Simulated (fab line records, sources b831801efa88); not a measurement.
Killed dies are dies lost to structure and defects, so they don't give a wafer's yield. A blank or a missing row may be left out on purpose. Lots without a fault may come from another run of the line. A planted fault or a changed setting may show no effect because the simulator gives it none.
Which tool did it? | flow sky130 | 12 lots, 36 wafers sampled, at 1 step of a route of 708

WHAT THE GAUGES READ, wafer by wafer
SKY_POLY_GATE_THK_MEAS_01.
lot  | measured     | on            | POLY_GATE_CVD_00_THK (nm)
L075 | day 14 08:54 | film_metro-04 | 182.0 180.7 179.6
L077 | day 15 05:16 | film_metro-02 | 182.5 181.2 180.8
L079 | day 15 20:14 | film_metro-04 | 181.6 180.4 181.0
L081 | day 16 15:39 | film_metro-02 | 179.4 179.2 179.5
L083 | day 16 21:59 | film_metro-04 | 181.7 182.2 181.2
L086 | day 18 01:27 | film_metro-04 | 179.1 178.6 179.4
L087 | day 18 10:34 | film_metro-02 | 179.5 178.9 180.2
L089 | day 19 10:36 | film_metro-02 | 179.8 178.8 179.3
L090 | day 19 22:49 | film_metro-04 | 180.6 180.1 178.8
L093 | day 20 16:41 | film_metro-04 | 178.7 178.3 180.0
L095 | day 21 15:00 | film_metro-04 | 179.2 180.2 180.1
L097 | day 22 10:00 | film_metro-02 | 179.9 180.2 181.3

WHICH TOOL RAN EACH LOT (tool, then ch and the chambers of the sampled wafers, then the start)
The record holds no process step before these readings.

THE ANSWER, worked out from the rows above alone
Rule: what is usual is taken from the lots themselves. Put in order of their means at a reading, lots are off if they are a third of the lots or fewer, leave a main group of 4 or more, and stand apart from it by a gap of 3 or more times the standard deviation of the main group's means; of several such gaps the widest counts. A main group whose means are all the same, to the digits that the tables above print for the reading, isn't used. A lot without any number at a reading at which 4 lots or more have one is off too. The other lots that the step has rows for count as sound.
No lot is off at any reading shown: from this, nothing can be told.

WHAT THE SIMULATOR HAD PUT IN
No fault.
